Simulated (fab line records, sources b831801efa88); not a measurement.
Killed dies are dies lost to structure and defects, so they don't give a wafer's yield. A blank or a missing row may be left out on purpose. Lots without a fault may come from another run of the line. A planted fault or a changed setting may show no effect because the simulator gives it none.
fab line records | flow sky130
record lots=24 wafers=72 last_day=50
route steps=708 shown VIA1@473 VIA2@528 METAL3@532 CAPM@538 VIA3@596 PAD_OPEN@702
lots that met no fault: from a run of the same line without faults
start_h: hours from the record's first day to the start of the lot's first wafer shown | wait_h: hours since the lot's step before | " the same as in the row above | L1.1+2: a row that stands for several wafers | - no value, or no start given | * or withheld: withheld | < > ~ a bound
route shown NAME@n: a module of which the file shows steps, and the number in the route of the first | usual: mean/standard deviation of fault-free wafers | same: alike in all rows | chamber/n: place in a boat | sites: the reading at each site | _std_site: their standard deviation | _edge_site: outer sites' mean less inner sites' | radius_mm: how far each site lies from the wafer's centre | mask NAME#n: copy n | behind: the tool/chamber that last shaped the wafer | hold: why the lot was held/for how many hours/how that ended | device: the transistor (n, p or np) that didn't switch | end of line: the same wafers' tests at the end of the route | a step without rows: its recipe alone | killed: dies lost to structure and defects at the first sort, not the wafer's yield | map: a wafer's dies, x killed, . not, _ none there
set.NAME: the setting as run; set.NAME@STEP: as run at that earlier step | model.NAME: the simulator's own value behind a step, which no gauge read
steps of the route over a sample of lots; a table a step, a row a wafer
services: from which hour (start_h, from the record's first day; less than 0 if before it) a tool's chamber was out of use, for how many hours, and why
## steps
# step SKY_VIA1_ETCH_15
# recipe target=SiO2 chemistry=C4F8/O2/Ar target_depth_nm=351 stop_on=TiN mask_material=KrF-thick source_w=1500 bias_w=1200 pressure_mtorr=40 c4f8_flow_sccm=withheld O2_flow_sccm=6 Ar_flow_sccm=300 time_s=54
# usual oes_product_au=0.978/0.0079
# columns lot.wafer tool chamber start_h wait_h oes_product_au rf_hours_counter_h
L074.1 rie_diel-01 2 793.37 0.0 0.974 0
L074.3 " 0 " " 0.973 2
L074.4 " 3 " " 0.966 2
L075.1 rie_diel-04 3 794.55 0.0 0.973 36
L075.2 " 2 " " 0.989 4
L075.5 " 2 " " 0.975 -
L076.1 rie_diel-02 2 810.62 0.0 0.984 2
L076.4 " 0 " " 0.987 -
L076.5 " 1 " " 0.967 -
L077.1 rie_diel-02 1 816.25 0.0 0.983 17
L077.4 " 0 " " 0.977 -
L077.6 " 2 " " 0.974 -
L078.2 rie_diel-04 0 818.67 0.0 0.975 12
L078.4 " 2 " " 0.978 5
L078.5 " 3 " " 0.962 -
L080.3 rie_diel-04 1 837.45 0.0 0.983 7
L080.4 " 3 " " 0.982 1
L080.6 " 1 " " 0.985 -
L079.2 rie_diel-02 3 840.62 0.0 0.980 0
L079.4 " 0 " " 0.986 30
L079.6 " 2 " " 0.983 -
L081.3 rie_diel-04 2 863.20 0.0 0.989 7
L081.4 " 3 " " 0.979 2
L081.5 " 3 " " 0.979 -
L082.3 rie_diel-02 2 863.96 0.0 0.979 4
L082.4 " 1 " " 0.983 -
L082.6 " 2 " " 0.988 -
L083.1 rie_diel-04 3 865.31 0.0 0.985 2
L083.4 " 0 " " 0.978 14
L083.5 " 3 " " 0.981 -
L084.2 rie_diel-04 1 874.06 0.0 0.984 8
L084.3 " 3 " " 0.967 2
L084.5 " 1 " " 0.986 -
L085.1 rie_diel-04 2 884.63 0.0 0.977 8
L085.2 " 1 " " 0.975 9
L085.6 " 0 " " 0.979 -
L086.2 rie_diel-01 0 892.75 0.0 0.992 4
L086.4 " 1 " " 0.978 19
L086.5 " 1 " " 0.976 -
L087.3 rie_diel-01 1 897.41 0.0 0.977 19
L087.4 " 3 " " 0.971 4
L087.6 " 1 " " 0.970 -
L088.2 rie_diel-04 3 898.77 0.0 0.975 3
L088.3 " 0 " " 0.973 15
L088.6 " 1 " " 0.994 -
L089.2 rie_diel-04 3 907.30 0.0 0.987 4
L089.3 " 2 " " 0.983 9
L089.4 " 1 " " 0.972 10
L090.1 rie_diel-02 1 913.12 0.0 0.986 21
L090.2 " 3 " " 0.982 3
L090.6 " 2 " " 0.980 -
L091.1 rie_diel-04 0 920.61 0.0 0.976 16
L091.2 " 3 " " 0.978 4
L091.5 " 0 " " 0.981 -
L092.1 rie_diel-01 3 930.37 0.0 0.973 4
L092.4 " 2 " " 0.990 2
L092.6 " 0 " " 0.969 -
L093.1 rie_diel-04 0 936.92 0.0 0.960 16
L093.3 " 1 " " 0.987 10
L093.6 " 3 " " 0.966 -
L094.2 rie_diel-01 2 938.61 0.0 0.985 3
L094.3 " 1 " " 0.973 20
L094.6 " 2 " " 0.988 -
L095.4 rie_diel-04 0 942.95 0.0 0.967 17
L095.5 " 1 " " 0.984 -
L095.6 " 0 " " 0.978 -
L096.3 rie_diel-04 3 949.35 0.0 0.976 5
L096.4 " 0 " " 0.968 17
L096.6 " 0 " " 0.969 -
L097.2 rie_diel-02 3 960.15 0.0 0.973 4
L097.3 " 1 " " 0.984 22
L097.5 " 3 " " 0.979 -
# step SKY_VIA2_CVD_21
# recipe material=W target_thk_nm=420 time_s=126.4 temp_c=400 pressure_torr=40
# usual heater_power_w=838/68
# columns lot.wafer tool chamber start_h wait_h heater_power_w
L074.1 cvd_w-01 0 850.96 0.0 832
L074.3 " 0 " " 835
L074.4 " 1 " " 916
L075.1 cvd_w-01 1 851.79 0.0 905
L075.2 " 0 " " 826
L075.5 " 0 " " 795
L076.1 cvd_w-01 1 866.85 0.0 903
L076.4 " 1 " " 894
L076.5 " 1 " " 917
L077.1 cvd_w-01 1 874.12 0.0 915
L077.4 " 1 " " 899
L077.6 " 1 " " 904
L078.2 cvd_w-02 1 875.06 0.0 856
L078.4 " 1 " " 819
L078.5 " 0 " " 765
L080.3 cvd_w-01 1 893.92 0.1 904
L080.4 " 0 " " 819
L080.6 " 1 " " 923
L079.2 cvd_w-01 0 896.72 0.0 829
L079.4 " 0 " " 805
L079.6 " 1 " " 924
L081.3 cvd_w-02 0 919.21 0.1 735
L081.4 " 1 " " 871
L081.5 " 1 " " 896
L082.3 cvd_w-02 0 919.52 0.1 741
L082.4 " 1 " " 876
L082.6 " 0 " " 736
L083.1 cvd_w-01 1 920.03 0.0 920
L083.4 " 0 " " 824
L083.5 " 0 " " 829
L084.2 cvd_w-02 0 929.27 0.0 744
L084.3 " 0 " " 726
L084.5 " 1 " " 886
L085.1 cvd_w-02 0 938.76 0.0 751
L085.2 " 1 " " 882
L085.6 " 1 " " 923
L086.2 cvd_w-02 1 946.82 0.0 901
L086.4 " 0 " " 744
L086.5 " 1 " " 887
L087.3 cvd_w-02 0 950.94 0.1 746
L087.4 " 1 " " 874
L087.6 " 1 " " 886
L088.2 cvd_w-02 0 951.83 0.0 754
L088.3 " 0 " " 727
L088.6 " 1 " " 862
L089.2 cvd_w-01 0 959.39 0.0 830
L089.3 " 1 " " 923
L089.4 " 0 " " 827
L090.1 cvd_w-02 0 966.97 0.0 739
L090.2 " 1 " " 903
L090.6 " 1 " " 872
L091.1 cvd_w-01 1 972.87 0.0 928
L091.2 " 0 " " 823
L091.5 " 0 " " 842
L092.1 cvd_w-01 1 982.64 0.0 909
L092.4 " 0 " " 847
L092.6 " 1 " " 917
L093.1 cvd_w-01 0 988.51 0.0 832
L093.3 " 1 " " 910
L093.6 " 0 " " 841
L094.2 cvd_w-02 0 990.82 0.0 740
L094.3 " 1 " " 891
L094.6 " 1 " " 855
L095.4 cvd_w-02 0 994.03 0.1 734
L095.5 " 0 " " 738
L095.6 " 1 " " 885
L096.3 cvd_w-02 1 1001.14 0.1 875
L096.4 " 0 " " 747
L096.6 " 1 " " 848
L097.2 cvd_w-02 1 1011.68 0.0 877
L097.3 " 1 " " 897
L097.5 " 0 " " 737
# step SKY_METAL3_SPUTTER_00
# recipe material=Ti target_thk_nm=15 power_w=3000 time_s=10 chamber_pressure_pa=0.4
# usual cathode_dc_power_W=2999.9/0.58 throttle_valve_pct=30.1/0.79
# columns lot.wafer tool chamber start_h wait_h cathode_dc_power_W throttle_valve_pct
L074.1 pvd_sputter-01 - 851.57 0.1 2999.5 29.9
L074.3 " - " " 2999.7 28.5
L074.4 " - " " 3001.0 30.1
L075.1 pvd_sputter-01 - 852.55 0.1 3000.4 29.8
L075.2 " - " " 2999.4 30.0
L075.5 " - " " 3000.0 28.3
L076.1 pvd_sputter-03 - 867.46 0.1 2998.8 31.0
L076.4 " - " " 2999.1 30.6
L076.5 " - " " 2999.9 31.4
L077.1 pvd_sputter-03 - 874.73 0.2 2999.4 31.5
L077.4 " - " " 2999.8 30.7
L077.6 " - " " 2999.7 30.8
L078.2 pvd_sputter-03 - 875.67 0.1 3000.4 30.5
L078.4 " - " " 3000.9 31.3
L078.5 " - " " 2999.7 30.6
L080.3 pvd_sputter-03 - 894.49 0.1 3001.6 30.5
L080.4 " - " " 2999.2 30.7
L080.6 " - " " 3000.5 31.4
L079.2 pvd_sputter-02 - 897.33 0.2 2999.5 30.0
L079.4 " - " " 3000.5 29.8
L079.6 " - " " 3000.3 29.4
L081.3 pvd_sputter-02 - 919.77 0.1 3000.9 30.7
L081.4 " - " " 3000.5 30.7
L081.5 " - " " 2999.7 30.2
L082.3 pvd_sputter-01 - 920.08 0.1 2999.6 29.9
L082.4 " - " " 2999.5 28.4
L082.6 " - " " 3000.6 29.8
L083.1 pvd_sputter-02 - 920.64 0.2 2999.6 30.0
L083.4 " - " " 3000.1 29.9
L083.5 " - " " 3000.6 29.9
L084.2 pvd_sputter-03 - 929.88 0.2 3000.3 30.8
L084.3 " - " " 2999.4 31.0
L084.5 " - " " 3000.3 31.3
L085.1 pvd_sputter-03 - 939.37 0.1 3000.3 31.0
L085.2 " - " " 2999.4 31.0
L085.6 " - " " 2999.7 30.2
L086.2 pvd_sputter-01 - 947.43 0.2 2999.5 30.2
L086.4 " - " " 3000.4 28.5
L086.5 " - " " 3000.1 30.1
L087.3 pvd_sputter-02 - 951.51 0.1 3000.7 29.9
L087.4 " - " " 3000.0 30.1
L087.6 " - " " 2999.5 29.8
L088.2 pvd_sputter-02 - 952.44 0.1 2999.4 29.8
L088.3 " - " " 3000.5 30.0
L088.6 " - " " 2999.3 30.0
L089.2 pvd_sputter-03 - 960.00 0.2 3000.1 31.4
L089.3 " - " " 3000.6 30.8
L089.4 " - " " 3000.5 30.6
L090.1 pvd_sputter-02 - 967.59 0.2 2999.5 29.7
L090.2 " - " " 2998.7 29.8
L090.6 " - " " 3000.3 29.3
L091.1 pvd_sputter-01 - 973.48 0.1 2999.4 30.0
L091.2 " - " " 3000.5 29.9
L091.5 " - " " 2999.4 30.2
L092.1 pvd_sputter-03 - 983.25 0.2 3001.0 31.0
L092.4 " - " " 2999.4 31.4
L092.6 " - " " 3000.2 30.5
L093.1 pvd_sputter-02 - 989.12 0.2 2999.6 29.6
L093.3 " - " " 2999.9 30.5
L093.6 " - " " 2999.7 29.3
L094.2 pvd_sputter-01 - 991.43 0.1 3000.4 30.1
L094.3 " - " " 3000.0 28.6
L094.6 " - " " 3000.6 29.8
L095.4 pvd_sputter-02 - 994.69 0.2 3000.3 29.4
L095.5 " - " " 2999.9 29.7
L095.6 " - " " 2999.2 30.5
L096.3 pvd_sputter-01 - 1001.71 0.2 3000.5 29.9
L096.4 " - " " 3000.1 28.4
L096.6 " - " " 2999.5 28.3
L097.2 pvd_sputter-01 - 1012.29 0.2 2999.4 30.3
L097.3 " - " " 2999.6 28.3
L097.5 " - " " 3001.6 28.5
# step SKY_CAPM_THK_MEAS_01
# recipe reads=SiO2_of_CAPM_CVD_00
# usual CAPM_CVD_00_THK=15.47/0.28
# columns lot.wafer tool chamber start_h wait_h CAPM_CVD_00_THK[nm]
L074.1 film_metro-04 - 851.74 - 15.27
L074.3 " - " " 15.00
L074.4 " - " " 15.43
L075.1 film_metro-04 - 852.72 - 15.43
L075.2 " - " " 15.82
L075.5 " - " " 16.16
L076.1 film_metro-04 - 867.63 - 15.19
L076.4 " - " " 15.42
L076.5 " - " " 15.72
L077.1 film_metro-03 - 874.91 - 16.02
L077.4 " - " " 15.73
L077.6 " - " " 15.40
L078.2 film_metro-04 - 875.86 - 15.08
L078.4 " - " " 15.51
L078.5 " - " " 15.70
L080.3 film_metro-04 - 894.68 - 15.42
L080.4 " - " " 15.60
L080.6 " - " " 15.58
L079.2 film_metro-01 - 897.51 - 15.89
L079.4 " - " " 15.97
L079.6 " - " " 15.68
L081.3 film_metro-01 - 919.97 - 15.43
L081.4 " - " " 15.49
L081.5 " - " " 15.75
L082.3 film_metro-04 - 920.28 - 15.56
L082.4 " - " " 15.85
L082.6 " - " " 15.51
L083.1 film_metro-03 - 920.81 - 15.57
L083.4 " - " " 15.63
L083.5 " - " " 15.84
L084.2 film_metro-03 - 930.06 - 15.27
L084.3 " - " " 15.66
L084.5 " - " " 15.77
L085.1 film_metro-03 - 939.54 - 15.25
L085.2 " - " " 15.30
L085.6 " - " " 15.65
L086.2 film_metro-01 - 947.61 - 14.98
L086.4 " - " " 15.71
L086.5 " - " " 15.44
L087.3 film_metro-03 - 951.70 - 15.35
L087.4 " - " " 15.76
L087.6 " - " " 15.43
L088.2 film_metro-03 - 952.62 - 15.49
L088.3 " - " " 15.28
L088.6 " - " " 15.45
L089.2 film_metro-03 - 960.19 - 15.46
L089.3 " - " " 15.48
L089.4 " - " " 15.64
L090.1 film_metro-03 - 967.76 - 15.35
L090.2 " - " " 15.28
L090.6 " - " " 15.55
L091.1 film_metro-03 - 973.66 - 15.17
L091.2 " - " " 15.64
L091.5 " - " " 15.34
L092.1 film_metro-04 - 983.43 - 15.67
L092.4 " - " " 15.47
L092.6 " - " " 16.02
L093.1 film_metro-03 - 989.29 - 15.33
L093.3 " - " " 15.92
L093.6 " - " " 16.07
L094.2 film_metro-01 - 991.61 - 15.35
L094.3 " - " " 15.61
L094.6 " - " " 15.26
L095.4 film_metro-03 - 994.89 - 15.58
L095.5 " - " " 15.31
L095.6 " - " " 15.11
L096.3 film_metro-01 - 1001.91 - 15.25
L096.4 " - " " 15.40
L096.6 " - " " 15.72
L097.2 film_metro-04 - 1012.48 - 15.10
L097.3 " - " " 15.66
L097.5 " - " " 15.65
# step SKY_VIA3_THK_MEAS_23
# recipe thk_meas_gauge=xrf reads=W_of_VIA3_CVD_21
# usual VIA3_W_THK=384/8.7
# columns lot.wafer tool chamber start_h wait_h VIA3_W_THK[nm]
L074.1 film_metro-02 - 931.28 0.1 382
L074.3 " - " " 385
L074.4 " - " " 381
L075.1 film_metro-02 - 931.87 0.1 381
L075.2 " - " " 379
L075.5 " - " " 382
L076.1 film_metro-02 - 945.36 0.1 395
L076.4 " - " " 395
L076.5 " - " " 396
L077.1 film_metro-02 - 954.19 0.1 395
L077.4 " - " " 397
L077.6 " - " " 398
L078.2 film_metro-01 - 955.66 0.1 392
L078.4 " - " " 371
L078.5 " - " " 375
L080.3 film_metro-01 - 972.07 0.1 382
L080.4 " - " " 384
L080.6 " - " " 381
L079.2 film_metro-04 - 975.11 0.1 372
L079.4 " - " " 370
L079.6 " - " " 377
L081.3 film_metro-04 - 994.85 0.1 378
L081.4 " - " " 373
L081.5 " - " " 378
L082.3 film_metro-02 - 996.10 0.1 404
L082.4 " - " " 386
L082.6 " - " " 395
L083.1 film_metro-01 - 996.85 0.1 380
L083.4 " - " " 379
L083.5 " - " " 377
L084.2 film_metro-02 - 1004.37 0.1 403
L084.3 " - " " 398
L084.5 " - " " 400
L085.1 film_metro-01 - 1014.36 0.1 398
L085.2 " - " " 382
L085.6 " - " " 383
L086.2 film_metro-04 - 1020.71 0.1 382
L086.4 " - " " 376
L086.5 " - " " 375
L087.3 film_metro-02 - 1025.68 0.1 382
L087.4 " - " " 384
L087.6 " - " " 385
L088.2 film_metro-04 - 1026.31 0.1 374
L088.3 " - " " 392
L088.6 " - " " 393
L089.2 film_metro-04 - 1031.87 0.1 374
L089.3 " - " " 394
L089.4 " - " " 371
L090.1 film_metro-02 - 1041.12 0.1 383
L090.2 " - " " 388
L090.6 " - " " 384
L091.1 film_metro-01 - 1046.91 0.1 384
L091.2 " - " " 401
L091.5 " - " " 389
L092.1 film_metro-04 - 1055.45 0.1 374
L092.4 " - " " 376
L092.6 " - " " 371
L093.1 film_metro-04 - 1061.37 0.1 398
L093.3 " - " " 390
L093.6 " - " " 395
L094.2 film_metro-01 - 1062.17 0.1 392
L094.3 " - " " 383
L094.6 " - " " 382
L095.4 film_metro-02 - 1066.08 0.1 396
L095.5 " - " " 393
L095.6 " - " " 376
L096.3 film_metro-01 - 1072.09 0.1 400
L096.4 " - " " 383
L096.6 " - " " 382
L097.2 film_metro-04 - 1081.49 0.1 385
L097.3 " - " " 385
L097.5 " - " " 384
# step SKY_PAD_OPEN_STRIP_08
# recipe chemistry=O2/N2 power_w=1400 pressure_mtorr=1500 platen_temp_c=withheld overash_fraction=0.7 o2_flow_sccm=3000 n2_flow_sccm=300
# usual drypump_motor_current_A=5.9/0.64 o2_flow_sccm=2999/9.1 oes_product_au=0.663/0.0041 strip_time_to_endpoint_s=37.08/0.11
# columns lot.wafer tool chamber start_h wait_h drypump_motor_current_A o2_flow_sccm oes_product_au rf_hours_counter_h strip_time_to_endpoint_s
L074.1 plasma_asher-02 0 1073.97 0.1 6.1 3001 0.659 34 37.11
L074.3 " 1 " " 4.8 2999 0.669 - 37.04
L074.4 " 0 " " 6.1 2990 0.664 - 36.94
L075.1 plasma_asher-01 0 1074.48 0.1 6.6 3009 0.662 100 37.02
L075.2 " 1 " " 5.1 3001 0.661 100 36.92
L075.5 " 1 " " 5.1 3008 0.660 - 37.05
L076.1 plasma_asher-04 1 1087.22 0.1 6.2 2992 0.666 2 37.06
L076.4 " 1 " " 6.2 2996 0.665 - 37.10
L076.5 " 0 " " 6.4 2997 0.663 - 37.05
L077.1 plasma_asher-01 1 1093.55 0.1 5.1 3002 0.655 101 37.27
L077.4 " 0 " " 6.6 2998 0.667 - 37.17
L077.6 " 0 " " 6.5 2989 0.668 - 37.21
L078.2 plasma_asher-04 1 1094.67 0.1 6.2 3002 0.657 3 37.09
L078.4 " 0 " " 6.4 2988 0.662 - 37.11
L078.5 " 0 " " 6.4 3004 0.658 - 37.13
L080.3 plasma_asher-01 1 1109.26 0.1 5.0 2998 0.662 - 37.21
L080.4 " 0 " " 6.6 3003 0.665 - 37.13
L080.6 " 0 " " 6.6 3001 0.656 - 37.22
L079.2 plasma_asher-01 0 1111.98 0.1 6.5 2994 0.665 102 37.16
L079.4 " 0 " " 6.5 2990 0.672 - 37.10
L079.6 " 1 " " 5.1 3002 0.675 - 37.22
L081.3 plasma_asher-04 0 1126.72 0.1 6.4 3000 0.665 - 37.04
L081.4 " 1 " " 6.2 3004 0.668 - 37.02
L081.5 " 0 " " 6.4 3000 0.668 - 36.93
L082.3 plasma_asher-04 0 1129.18 0.1 6.3 2985 0.663 - 36.92
L082.4 " 1 " " 6.2 2995 0.663 - 36.99
L082.6 " 0 " " 6.4 2984 0.656 - 37.03
L083.1 plasma_asher-02 1 1130.43 0.1 4.8 3004 0.664 39 36.98
L083.4 " 1 " " 4.7 2984 0.661 - 36.97
L083.5 " 1 " " 4.7 3011 0.664 - 37.09
L084.2 plasma_asher-04 1 1136.10 0.1 6.2 3006 0.663 7 37.21
L084.3 " 1 " " 6.2 2997 0.662 - 37.25
L084.5 " 0 " " 6.4 3007 0.662 - 37.24
L085.1 plasma_asher-02 1 1143.40 0.1 4.7 3001 0.656 40 37.10
L085.2 " 0 " " 6.1 3015 0.665 40 37.09
L085.6 " 1 " " 4.8 3006 0.661 - 37.12
L086.2 plasma_asher-01 1 1149.97 0.1 5.0 2994 0.656 106 36.99
L086.4 " 0 " " 6.5 2990 0.659 - 37.01
L086.5 " 1 " " 5.1 3006 0.665 - 37.18
L087.3 plasma_asher-04 1 1153.76 0.1 6.2 2991 0.665 - 36.95
L087.4 " 0 " " 6.4 2996 0.663 - 37.01
L087.6 " 0 " " 6.4 3005 0.662 - 37.00
L088.2 plasma_asher-04 1 1155.57 0.1 6.2 2994 0.664 9 36.92
L088.3 " 1 " " 6.2 2982 0.662 - 36.93
L088.6 " 0 " " 6.4 2999 0.663 - 37.02
L089.2 plasma_asher-02 1 1158.86 0.1 4.8 3005 0.659 42 37.21
L089.3 " 1 " " 4.8 3000 0.659 - 37.11
L089.4 " 0 " " 6.1 2995 0.660 - 37.19
L090.1 plasma_asher-02 1 1164.37 0.1 4.8 2992 0.652 42 36.82
L090.2 " 0 " " 6.1 2982 0.666 42 36.91
L090.6 " 1 " " 4.8 2993 0.666 - 36.85
L091.1 plasma_asher-04 1 1169.18 0.1 6.2 3003 0.665 10 37.05
L091.2 " 0 " " 6.4 2989 0.660 10 37.15
L091.5 " 0 " " 6.4 2993 0.663 - 37.12
L092.1 plasma_asher-04 1 1175.57 0.1 6.2 3006 0.668 11 37.16
L092.4 " 0 " " 6.4 3022 0.664 - 37.04
L092.6 " 0 " " 6.4 2995 0.663 - 37.19
L093.1 plasma_asher-01 1 1180.47 0.1 5.0 3003 0.665 109 37.13
L093.3 " 0 " " 6.5 2981 0.665 - 37.16
L093.6 " 0 " " 6.5 2990 0.659 - 37.12
L094.2 plasma_asher-04 1 1181.35 0.1 6.2 2996 0.664 12 37.01
L094.3 " 1 " " 6.2 2983 0.663 - 37.11
L094.6 " 0 " " 6.4 2984 0.662 - 37.08
L095.4 plasma_asher-02 1 1184.13 0.1 4.8 3008 0.660 - 37.08
L095.5 " 0 " " 6.1 3002 0.670 - 37.25
L095.6 " 1 " " 4.7 2990 0.656 - 37.17
L096.3 plasma_asher-02 1 1188.96 0.1 4.7 2999 0.666 - 37.18
L096.4 " 0 " " 6.1 3014 0.656 - 36.93
L096.6 " 0 " " 6.1 3000 0.665 - 37.12
L097.2 plasma_asher-04 1 1197.75 0.1 6.2 2993 0.670 13 37.22
L097.3 " 1 " " 6.2 2989 0.665 - 37.17
L097.5 " 1 " " 6.2 2994 0.662 - 37.18
## services
# columns tool chamber start_h hours kind
plasma_asher-04 - 774.22 2.0 repair
plasma_asher-04 - 779.55 1.2 repair
rie_diel-04 0 806.76 10.0 repair
rie_diel-04 0 839.58 5.2 repair
rie_diel-04 3 868.09 4.5 repair
cvd_w-02 - 904.00 14.0 pm
cvd_w-01 - 944.07 14.6 pm
cvd_w-02 - 958.67 2.8 pm
cvd_w-02 - 962.29 2.4 repair
plasma_asher-04 - 970.43 4.3 repair
rie_diel-04 1 972.59 8.7 repair
plasma_asher-04 - 1009.51 4.9 repair
cvd_w-01 - 1010.57 6.0 pm
rie_diel-04 2 1016.73 5.7 repair
plasma_asher-04 - 1050.82 2.6 repair
plasma_asher-04 - 1055.25 9.0 pm
cvd_w-01 - 1076.81 2.7 repair
cvd_w-02 - 1097.60 1.1 repair
rie_diel-04 - 1102.46 1.2 repair
rie_diel-04 3 1103.02 2.6 repair
cvd_w-02 1 1110.43 2.1 repair
cvd_w-02 - 1167.33 14.6 pm
rie_diel-04 2 1182.44 10.1 repair
rie_diel-04 1 1189.24 1.4 repair
## key
fault none
